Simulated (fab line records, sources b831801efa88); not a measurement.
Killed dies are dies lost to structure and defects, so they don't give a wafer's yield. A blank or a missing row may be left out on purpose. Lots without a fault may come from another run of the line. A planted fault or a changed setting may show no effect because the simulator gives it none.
fab line records | flow sky130
record lots=5 wafers=15 last_day=49
route steps=708 shown LDD_N@245 LDD_P@255 LDD_HVN@267
lots that met no fault: from a run of the same line without faults
start_h: hours from the record's first day to the start of the lot's first wafer shown | wait_h: hours since the lot's step before | " the same as in the row above | L1.1+2: a row that stands for several wafers | - no value, or no start given | * or withheld: withheld | < > ~ a bound
route shown NAME@n: a module of which the file shows steps, and the number in the route of the first | usual: mean/standard deviation of fault-free wafers | same: alike in all rows | chamber/n: place in a boat | sites: the reading at each site | _std_site: their standard deviation | _edge_site: outer sites' mean less inner sites' | radius_mm: how far each site lies from the wafer's centre | mask NAME#n: copy n | behind: the tool/chamber that last shaped the wafer | hold: why the lot was held/for how many hours/how that ended | device: the transistor (n, p or np) that didn't switch | end of line: the same wafers' tests at the end of the route | a step without rows: its recipe alone | killed: dies lost to structure and defects at the first sort, not the wafer's yield | map: a wafer's dies, x killed, . not, _ none there
set.NAME: the setting as run; set.NAME@STEP: as run at that earlier step | model.NAME: the simulator's own value behind a step, which no gauge read
lots at some steps of the route; a table a step, a row a wafer
services: from which hour (start_h, from the record's first day; less than 0 if before it) a tool's chamber was out of use, for how many hours, and why
## steps
# step SKY_LDD_N_IMPLANT_08
# recipe species=As energy_kev=20 dose_cm2=7.5e+13 tilt_deg=withheld rotation_deg=23
# usual faraday_current_uA=423/7.7
# columns lot.wafer tool chamber start_h wait_h faraday_current_uA
L076.2 implanter-03 0 424.75 0.0 430
L076.4 " 0 " " 433
L076.5 " 0 " " 412
L079.2 implanter-02 0 449.93 0.0 420
L079.5 " 0 " " 423
L079.6 " 0 " " 431
L080.1 implanter-01 0 459.17 0.0 419
L080.5 " 0 " " 423
L080.6 " 0 " " 424
L090.2 implanter-02 0 553.05 0.0 427
L090.4 " 0 " " 419
L090.6 " 0 " " 433
L093.3 implanter-02 0 566.90 0.1 425
L093.5 " 0 " " 422
L093.6 " 0 " " 415
# step SKY_LDD_N_IMPLANT_09
# recipe species=As energy_kev=20 dose_cm2=7.5e+13 tilt_deg=withheld rotation_deg=113
# usual faraday_current_uA=422/8.8
# columns lot.wafer tool chamber start_h wait_h faraday_current_uA
L076.2 implanter-03 0 424.90 0.1 423
L076.4 " 0 " " 412
L076.5 " 0 " " 419
L079.2 implanter-02 0 450.08 0.1 420
L079.5 " 0 " " 412
L079.6 " 0 " " 429
L080.1 implanter-01 0 459.32 0.1 391
L080.5 " 0 " " 425
L080.6 " 0 " " 417
L090.2 implanter-02 0 553.20 0.1 441
L090.4 " 0 " " 442
L090.6 " 0 " " 437
L093.3 implanter-02 0 567.05 0.1 428
L093.5 " 0 " " 427
L093.6 " 0 " " 420
# step SKY_LDD_N_IMPLANT_10
# recipe species=As energy_kev=20 dose_cm2=7.5e+13 tilt_deg=withheld rotation_deg=203
# usual faraday_current_uA=423/8.6
# columns lot.wafer tool chamber start_h wait_h faraday_current_uA
L076.2 implanter-03 0 425.05 0.1 422
L076.4 " 0 " " 425
L076.5 " 0 " " 417
L079.2 implanter-02 0 450.23 0.1 414
L079.5 " 0 " " 426
L079.6 " 0 " " 417
L080.1 implanter-01 0 459.47 0.1 435
L080.5 " 0 " " 429
L080.6 " 0 " " 429
L090.2 implanter-02 0 553.35 0.1 415
L090.4 " 0 " " 425
L090.6 " 0 " " 419
L093.3 implanter-02 0 567.20 0.1 420
L093.5 " 0 " " 433
L093.6 " 0 " " 419
# step SKY_LDD_N_IMPLANT_11
# recipe species=As energy_kev=20 dose_cm2=7.5e+13 tilt_deg=withheld rotation_deg=293
# usual faraday_current_uA=422/8.4
# columns lot.wafer tool chamber start_h wait_h faraday_current_uA
L076.2 implanter-03 0 425.20 0.1 416
L076.4 " 0 " " 412
L076.5 " 0 " " 426
L079.2 implanter-02 0 450.38 0.1 424
L079.5 " 0 " " 413
L079.6 " 0 " " 429
L080.1 implanter-01 0 459.62 0.1 424
L080.5 " 0 " " 422
L080.6 " 0 " " 428
L090.2 implanter-02 0 553.50 0.1 426
L090.4 " 0 " " 425
L090.6 " 0 " " 409
L093.3 implanter-02 0 567.35 0.1 420
L093.5 " 0 " " 442
L093.6 " 0 " " 427
# step SKY_LDD_N_IMPLANT_12
# recipe species=BF2 energy_kev=50 dose_cm2=5e+12 tilt_deg=30 rotation_deg=0
# usual faraday_current_uA=28.3/0.56
# columns lot.wafer tool chamber start_h wait_h faraday_current_uA
L076.2 implanter-03 0 425.35 0.1 27.7
L076.4 " 0 " " 29.2
L076.5 " 0 " " 28.7
L079.2 implanter-02 0 450.53 0.1 29.0
L079.5 " 0 " " 29.4
L079.6 " 0 " " 28.7
L080.1 implanter-01 0 459.77 0.1 28.3
L080.5 " 0 " " 29.1
L080.6 " 0 " " 28.5
L090.2 implanter-02 0 553.65 0.1 29.1
L090.4 " 0 " " 28.0
L090.6 " 0 " " 28.6
L093.3 implanter-02 0 567.50 0.1 28.8
L093.5 " 0 " " 27.9
L093.6 " 0 " " 28.6
# step SKY_LDD_N_IMPLANT_13
# recipe species=BF2 energy_kev=50 dose_cm2=5e+12 tilt_deg=30 rotation_deg=90
# usual faraday_current_uA=28.1/0.61
# columns lot.wafer tool chamber start_h wait_h faraday_current_uA
L076.2 implanter-03 0 425.50 0.1 27.1
L076.4 " 0 " " 28.6
L076.5 " 0 " " 29.2
L079.2 implanter-02 0 450.68 0.1 28.4
L079.5 " 0 " " 27.7
L079.6 " 0 " " 26.6
L080.1 implanter-01 0 459.92 0.1 27.1
L080.5 " 0 " " 28.4
L080.6 " 0 " " 28.0
L090.2 implanter-02 0 553.80 0.1 28.2
L090.4 " 0 " " 28.2
L090.6 " 0 " " 27.6
L093.3 implanter-02 0 567.65 0.1 28.3
L093.5 " 0 " " 28.0
L093.6 " 0 " " 27.7
# step SKY_LDD_N_IMPLANT_14
# recipe species=BF2 energy_kev=50 dose_cm2=5e+12 tilt_deg=30 rotation_deg=180
# usual faraday_current_uA=28.2/0.53
# columns lot.wafer tool chamber start_h wait_h faraday_current_uA
L076.2 implanter-03 0 425.65 0.1 29.3
L076.4 " 0 " " 28.4
L076.5 " 0 " " 29.3
L079.2 implanter-02 0 450.83 0.1 28.5
L079.5 " 0 " " 27.8
L079.6 " 0 " " 28.1
L080.1 implanter-01 0 460.07 0.1 28.4
L080.5 " 0 " " 28.6
L080.6 " 0 " " 28.0
L090.2 implanter-02 0 553.95 0.1 28.6
L090.4 " 0 " " 27.9
L090.6 " 0 " " 28.0
L093.3 implanter-02 0 567.80 0.1 28.0
L093.5 " 0 " " 28.2
L093.6 " 0 " " 28.3
# step SKY_LDD_N_IMPLANT_15
# recipe species=BF2 energy_kev=50 dose_cm2=5e+12 tilt_deg=30 rotation_deg=270
# usual faraday_current_uA=28.2/0.56
# columns lot.wafer tool chamber start_h wait_h faraday_current_uA
L076.2 implanter-03 0 425.80 0.1 28.0
L076.4 " 0 " " 27.1
L076.5 " 0 " " 28.9
L079.2 implanter-02 0 450.98 0.1 27.5
L079.5 " 0 " " 27.8
L079.6 " 0 " " 28.5
L080.1 implanter-01 0 460.22 0.1 28.7
L080.5 " 0 " " 28.2
L080.6 " 0 " " 28.2
L090.2 implanter-02 0 554.10 0.1 28.9
L090.4 " 0 " " 28.4
L090.6 " 0 " " 27.7
L093.3 implanter-02 0 567.95 0.1 28.6
L093.5 " 0 " " 29.1
L093.6 " 0 " " 28.7
# step SKY_LDD_N_STRIP_16
# recipe chemistry=O2/N2 power_w=1400 pressure_mtorr=1500 platen_temp_c=withheld o2_flow_sccm=3000 n2_flow_sccm=300 overash_fraction=0.5
# usual drypump_motor_current_A=5.56/0.24 oes_product_au=0.407/0.0045 strip_time_to_endpoint_s=4.318/0.014
# columns lot.wafer tool chamber start_h wait_h drypump_motor_current_A oes_product_au rf_hours_counter_h strip_time_to_endpoint_s
L076.2 plasma_asher-02 0 425.92 0.1 5.67 0.405 30 4.336
L076.4 " 0 " " 5.64 0.405 - 4.317
L076.5 " 0 " " 5.63 0.400 - 4.344
L079.2 plasma_asher-02 1 451.11 0.1 5.24 0.410 33 4.300
L079.5 " 0 " " 5.66 0.412 - 4.316
L079.6 " 1 " " 5.27 0.412 - 4.305
L080.1 plasma_asher-01 0 460.37 0.1 5.72 0.416 2 4.350
L080.5 " 1 " " 5.65 0.412 - 4.330
L080.6 " 0 " " 5.71 0.411 - 4.343
L090.2 plasma_asher-01 1 554.22 0.1 5.62 0.410 11 4.311
L090.4 " 1 " " 5.61 0.412 - 4.309
L090.6 " 0 " " 5.73 0.414 - 4.314
L093.3 plasma_asher-01 1 568.09 0.1 5.63 0.409 - 4.323
L093.5 " 1 " " 5.67 0.404 - 4.323
L093.6 " 0 " " 5.70 0.400 - 4.323
# step SKY_LDD_N_TW_MEAS_17
# usual LDD_N_TW=2594/23
# columns lot.wafer tool chamber start_h wait_h LDD_N_TW
L076.2 film_metro-04 - 426.03 0.1 2605
L076.4 " - " " 2628
L076.5 " - " " 2605
L079.2 film_metro-04 - 451.22 0.1 2646
L079.5 " - " " 2629
L079.6 " - " " 2632
L080.1 film_metro-04 - 460.47 0.1 2608
L080.5 " - " " 2599
L080.6 " - " " 2601
L090.2 film_metro-04 - 554.33 0.1 2625
L090.4 " - " " 2609
L090.6 " - " " 2622
L093.3 film_metro-04 - 568.17 0.1 2634
L093.5 " - " " 2609
L093.6 " - " " 2614
# step SKY_LDD_P_DEHYDRATE_00
# recipe temp_c=200 time_s=60
# usual exhaust_pa=45.0/0.94 plate_temp_C=200.01/0.16
# columns lot.wafer tool chamber start_h wait_h exhaust_pa plate_temp_C
L076.2 litho_track-04 0 440.94 14.9 46.0 200.03
L076.4 " 0 " " 46.2 199.92
L076.5 " 0 " " 44.3 199.98
L079.2 litho_track-04 0 464.99 13.8 45.9 200.31
L079.5 " 0 " " 45.8 199.89
L079.6 " 0 " " 45.3 199.96
L080.1 litho_track-02 0 475.17 14.7 45.1 200.21
L080.5 " 0 " " 45.0 199.98
L080.6 " 0 " " 45.2 199.98
L090.2 litho_track-03 0 568.73 14.4 43.4 200.29
L090.4 " 0 " " 45.0 200.11
L090.6 " 0 " " 43.9 199.93
L093.3 litho_track-02 0 582.57 14.4 43.9 199.93
L093.5 " 0 " " 44.2 199.87
L093.6 " 0 " " 44.8 200.14
# step SKY_LDD_P_HMDS_01
# recipe prime_time_s=60 prime_temp_c=120
# usual exhaust_pa=45.0/0.92
# columns lot.wafer tool chamber start_h wait_h exhaust_pa
L076.2 litho_track-04 0 441.09 0.1 45.2
L076.4 " 0 " " 43.9
L076.5 " 0 " " 45.2
L079.2 litho_track-04 0 465.14 0.1 45.5
L079.5 " 0 " " 44.0
L079.6 " 0 " " 43.4
L080.1 litho_track-02 0 475.32 0.1 44.6
L080.5 " 0 " " 44.4
L080.6 " 0 " " 43.3
L090.2 litho_track-03 0 568.88 0.1 45.9
L090.4 " 0 " " 43.9
L090.6 " 0 " " 44.5
L093.3 litho_track-02 0 582.72 0.1 44.2
L093.5 " 0 " " 44.9
L093.6 " 0 " " 44.6
# step SKY_LDD_P_COAT_02
# recipe resist=NOVOLAK spin_rpm=3000 resist_thk_nm=1155
# usual exhaust_pa=45.1/0.82
# columns lot.wafer tool chamber start_h wait_h exhaust_pa
L076.2 litho_track-04 0 441.24 0.1 45.4
L076.4 " 0 " " 46.7
L076.5 " 0 " " 45.3
L079.2 litho_track-04 0 465.29 0.1 44.2
L079.5 " 0 " " 43.7
L079.6 " 0 " " 45.4
L080.1 litho_track-02 0 475.47 0.1 44.9
L080.5 " 0 " " 45.4
L080.6 " 0 " " 43.4
L090.2 litho_track-03 0 569.03 0.1 46.8
L090.4 " 0 " " 44.2
L090.6 " 0 " " 45.0
L093.3 litho_track-02 0 582.87 0.1 45.5
L093.5 " 0 " " 44.9
L093.6 " 0 " " 44.2
# step SKY_LDD_P_SOFTBAKE_03
# recipe temp_c=90 time_s=60 resist=NOVOLAK
# usual exhaust_pa=45.0/0.76 plate_temp_C=90.01/0.15
# columns lot.wafer tool chamber start_h wait_h exhaust_pa plate_temp_C
L076.2 litho_track-04 0 441.39 0.1 44.4 89.97
L076.4 " 0 " " 45.3 90.17
L076.5 " 0 " " 44.4 90.01
L079.2 litho_track-04 0 465.44 0.1 44.2 90.02
L079.5 " 0 " " 45.5 90.09
L079.6 " 0 " " 44.5 90.19
L080.1 litho_track-02 0 475.62 0.1 44.4 90.12
L080.5 " 0 " " 44.5 90.01
L080.6 " 0 " " 45.1 90.23
L090.2 litho_track-03 0 569.18 0.1 44.9 90.16
L090.4 " 0 " " 44.7 90.08
L090.6 " 0 " " 44.3 90.05
L093.3 litho_track-02 0 583.02 0.1 43.6 89.85
L093.5 " 0 " " 45.4 89.91
L093.6 " 0 " " 45.6 89.69
# step SKY_LDD_P_EXPOSE_04
# recipe mask_id=PSDM na=0.6 source_shape=conventional sigma_outer=0.6 polarization=unpolarized target_cd_nm=380 dose_mj=138
# usual stage_vel_mm_s=499.99/0.23
# columns lot.wafer tool chamber start_h wait_h mask stage_vel_mm_s
L076.2 iline_stepper-01 0 - - PSDM#0 499.79
L076.4 " 0 " " PSDM#0 499.82
L076.5 " 0 " " PSDM#0 500.07
L079.2 iline_stepper-01 0 - - PSDM#0 500.19
L079.5 " 0 " " PSDM#0 500.42
L079.6 " 0 " " PSDM#0 500.56
L080.1 iline_stepper-01 0 - - PSDM#0 499.81
L080.5 " 0 " " PSDM#0 499.83
L080.6 " 0 " " PSDM#0 499.99
L090.2 iline_stepper-02 0 - - PSDM#0 499.96
L090.4 " 0 " " PSDM#0 500.01
L090.6 " 0 " " PSDM#0 500.24
L093.3 iline_stepper-02 0 - - PSDM#0 499.80
L093.5 " 0 " " PSDM#0 499.94
L093.6 " 0 " " PSDM#0 499.98
# step SKY_LDD_P_PEB_05
# recipe temp_c=withheld time_s=* resist=NOVOLAK
# usual exhaust_pa=45.1/0.79
# columns lot.wafer tool chamber start_h wait_h exhaust_pa
L076.2 litho_track-02 0 - - 44.8
L076.4 " 0 " " 44.6
L076.5 " 0 " " 45.5
L079.2 litho_track-02 0 - - 45.8
L079.5 " 0 " " 45.2
L079.6 " 0 " " 45.4
L080.1 litho_track-04 0 - - 43.2
L080.5 " 0 " " 44.8
L080.6 " 0 " " 45.9
L090.2 litho_track-04 0 - - 45.0
L090.4 " 0 " " 45.6
L090.6 " 0 " " 45.0
L093.3 litho_track-02 0 - - 45.9
L093.5 " 0 " " 44.9
L093.6 " 0 " " 45.9
# step SKY_LDD_P_DEVELOP_06
# recipe resist=NOVOLAK developer=TMAH develop_time_s=60 dev_temp_c=24
# usual exhaust_pa=45.0/0.99
# columns lot.wafer tool chamber start_h wait_h exhaust_pa
L076.2 litho_track-02 0 456.00 0.1 46.1
L076.4 " 0 " " 46.1
L076.5 " 0 " " 45.8
L079.2 litho_track-02 0 481.30 0.1 44.4
L079.5 " 0 " " 43.6
L079.6 " 0 " " 45.5
L080.1 litho_track-04 0 490.47 0.1 45.0
L080.5 " 0 " " 43.6
L080.6 " 0 " " 44.9
L090.2 litho_track-04 0 583.74 0.1 44.1
L090.4 " 0 " " 44.2
L090.6 " 0 " " 45.0
L093.3 litho_track-02 0 597.12 0.1 45.4
L093.5 " 0 " " 44.3
L093.6 " 0 " " 44.4
# step SKY_LDD_P_CD_MEAS_07
# recipe target_cd_nm=380
# usual cd_nm=379.7/2.1
# columns lot.wafer tool chamber start_h wait_h cd_nm
L076.2 cd_sem-01 - 456.14 0.1 382.2
L076.4 " - " " 381.4
L076.5 " - " " 380.4
L079.2 cd_sem-01 - 481.44 0.1 381.4
L079.5 " - " " 380.6
L079.6 " - " " 379.3
L080.1 cd_sem-02 - 490.62 0.1 381.2
L080.5 " - " " 380.7
L080.6 " - " " 382.6
L090.2 cd_sem-01 - 583.89 0.1 376.3
L090.4 " - " " 379.6
L090.6 " - " " 381.2
L093.3 cd_sem-01 - 597.26 0.1 377.7
L093.5 " - " " 378.3
L093.6 " - " " 377.7
# step SKY_LDD_P_OVL_MEAS_08
# usual LDD_P_OVL=0.3/1.2
# columns lot.wafer tool chamber start_h wait_h LDD_P_OVL[nm]
L076.2 overlay-01 - 456.25 0.1 0.5
L076.4 " - " " -0.5
L076.5 " - " " -0.6
L079.2 overlay-01 - 481.55 0.1 -0.5
L079.5 " - " " 0.4
L079.6 " - " " 0.0
L080.1 overlay-01 - 490.74 0.1 -0.4
L080.5 " - " " -0.3
L080.6 " - " " -1.1
L090.2 overlay-02 - 583.99 0.1 -0.2
L090.4 " - " " 1.0
L090.6 " - " " 1.8
L093.3 overlay-01 - 597.35 0.1 2.7
L093.5 " - " " 0.0
L093.6 " - " " -0.3
# step SKY_LDD_P_IMPLANT_09
# recipe species=BF2 energy_kev=25 dose_cm2=1e+13 tilt_deg=withheld
# usual faraday_current_uA=56.4/1.2
# columns lot.wafer tool chamber start_h wait_h faraday_current_uA
L076.2 implanter-02 0 456.30 0.0 58.6
L076.4 " 0 " " 58.4
L076.5 " 0 " " 56.0
L079.2 implanter-04 0 481.60 0.0 57.0
L079.5 " 0 " " 56.6
L079.6 " 0 " " 56.1
L080.1 implanter-03 0 490.78 0.0 55.6
L080.5 " 0 " " 57.1
L080.6 " 0 " " 56.5
L090.2 implanter-02 0 584.05 0.0 54.4
L090.4 " 0 " " 56.9
L090.6 " 0 " " 54.7
L093.3 implanter-04 0 597.43 0.1 55.7
L093.5 " 0 " " 56.3
L093.6 " 0 " " 56.6
# step SKY_LDD_P_STRIP_10
# recipe chemistry=O2/N2 power_w=1400 pressure_mtorr=1500 platen_temp_c=withheld o2_flow_sccm=3000 n2_flow_sccm=300 overash_fraction=0.5
# usual drypump_motor_current_A=5.5/0.39 oes_product_au=0.716/0.0043 strip_time_to_endpoint_s=14.33/0.039
# columns lot.wafer tool chamber start_h wait_h drypump_motor_current_A oes_product_au rf_hours_counter_h strip_time_to_endpoint_s
L076.2 plasma_asher-04 0 456.43 0.1 6.0 0.721 75 14.38
L076.4 " 0 " " 6.0 0.709 - 14.39
L076.5 " 1 " " 5.0 0.710 - 14.37
L079.2 plasma_asher-03 0 481.73 0.1 5.0 0.708 68 14.33
L079.5 " 1 " " 5.9 0.712 - 14.34
L079.6 " 0 " " 5.1 0.708 - 14.35
L080.1 plasma_asher-03 0 490.93 0.1 5.0 0.712 69 14.39
L080.5 " 1 " " 5.9 0.714 - 14.37
L080.6 " 0 " " 5.0 0.711 - 14.38
L090.2 plasma_asher-01 0 584.17 0.1 5.8 0.719 14 14.32
L090.4 " 0 " " 5.8 0.714 - 14.34
L090.6 " 0 " " 5.7 0.714 - 14.36
L093.3 plasma_asher-01 0 597.56 0.1 5.7 0.718 - 14.29
L093.5 " 1 " " 5.7 0.719 - 14.33
L093.6 " 0 " " 5.7 0.713 - 14.32
# step SKY_LDD_P_TW_MEAS_11
# usual LDD_P_TW=630/5.3
# columns lot.wafer tool chamber start_h wait_h LDD_P_TW
L076.2 film_metro-03 - 456.54 0.1 639
L076.4 " - " " 640
L076.5 " - " " 642
L079.2 film_metro-02 - 481.84 0.1 624
L079.5 " - " " 623
L079.6 " - " " 626
L080.1 film_metro-02 - 491.03 0.1 624
L080.5 " - " " 628
L080.6 " - " " 623
L090.2 film_metro-03 - 584.28 0.1 637
L090.4 " - " " 638
L090.6 " - " " 636
L093.3 film_metro-01 - 597.65 0.1 637
L093.5 " - " " 636
L093.6 " - " " 635
# step SKY_LDD_HVN_DEHYDRATE_00
# recipe temp_c=200 time_s=60
# usual exhaust_pa=44.8/1 plate_temp_C=200.07/0.15
# columns lot.wafer tool chamber start_h wait_h exhaust_pa plate_temp_C
L076.2 litho_track-01 0 470.76 14.2 45.6 200.20
L076.4 " 0 " " 45.8 200.01
L076.5 " 0 " " 45.6 200.02
L079.2 litho_track-01 0 496.36 14.5 42.9 199.96
L079.5 " 0 " " 42.9 200.09
L079.6 " 0 " " 43.0 200.06
L080.1 litho_track-02 0 505.57 14.5 44.3 199.96
L080.5 " 0 " " 44.5 200.18
L080.6 " 0 " " 45.0 199.96
L090.2 litho_track-02 0 597.85 13.6 45.2 199.85
L090.4 " 0 " " 45.2 200.01
L090.6 " 0 " " 44.7 200.05
L093.3 litho_track-04 0 611.52 13.9 45.3 200.07
L093.5 " 0 " " 44.5 199.76
L093.6 " 0 " " 45.5 199.86
# step SKY_LDD_HVN_HMDS_01
# recipe prime_time_s=60 prime_temp_c=120
# usual exhaust_pa=45.1/0.92
# columns lot.wafer tool chamber start_h wait_h exhaust_pa
L076.2 litho_track-01 0 470.91 0.1 46.4
L076.4 " 0 " " 46.8
L076.5 " 0 " " 44.8
L079.2 litho_track-01 0 496.51 0.1 45.4
L079.5 " 0 " " 44.6
L079.6 " 0 " " 44.2
L080.1 litho_track-02 0 505.72 0.1 43.8
L080.5 " 0 " " 45.2
L080.6 " 0 " " 44.0
L090.2 litho_track-02 0 598.00 0.1 46.8
L090.4 " 0 " " 45.2
L090.6 " 0 " " 44.6
L093.3 litho_track-04 0 611.67 0.1 45.0
L093.5 " 0 " " 45.3
L093.6 " 0 " " 45.8
# step SKY_LDD_HVN_COAT_02
# recipe resist=NOVOLAK spin_rpm=3000 resist_thk_nm=300
# usual exhaust_pa=44.9/0.96
# columns lot.wafer tool chamber start_h wait_h exhaust_pa
L076.2 litho_track-01 0 471.06 0.1 45.4
L076.4 " 0 " " 45.5
L076.5 " 0 " " 46.1
L079.2 litho_track-01 0 496.66 0.1 45.5
L079.5 " 0 " " 44.1
L079.6 " 0 " " 44.4
L080.1 litho_track-02 0 505.87 0.1 44.8
L080.5 " 0 " " 45.4
L080.6 " 0 " " 44.3
L090.2 litho_track-02 0 598.15 0.1 45.5
L090.4 " 0 " " 45.5
L090.6 " 0 " " 46.5
L093.3 litho_track-04 0 611.82 0.1 44.5
L093.5 " 0 " " 45.0
L093.6 " 0 " " 45.0
## services
# columns tool chamber start_h hours kind
iline_stepper-02 - 406.20 9.3 repair
implanter-04 - 412.58 3.7 repair
implanter-03 - 420.10 2.9 pm
plasma_asher-01 - 421.25 9.0 pm
implanter-02 - 427.20 3.2 pm
implanter-04 - 427.46 15.0 repair
implanter-03 - 443.89 3.8 pm
plasma_asher-01 - 450.28 7.5 repair
implanter-04 - 455.88 4.3 pm
iline_stepper-01 - 476.21 6.8 repair
iline_stepper-01 - 492.22 6.1 repair
implanter-03 - 504.68 2.5 repair
implanter-02 - 509.51 17.8 repair
plasma_asher-02 - 510.40 1.7 repair
iline_stepper-02 - 517.22 1.7 pm
implanter-02 - 521.02 0.5 repair
plasma_asher-03 - 529.49 5.5 repair
plasma_asher-02 - 540.37 0.8 repair
iline_stepper-01 - 553.87 1.7 pm
iline_stepper-01 - 563.77 15.9 repair
plasma_asher-03 - 565.76 0.9 repair
implanter-02 - 570.46 9.5 repair
implanter-02 - 584.73 2.3 repair
implanter-02 - 586.08 1.6 repair
## key
fault none
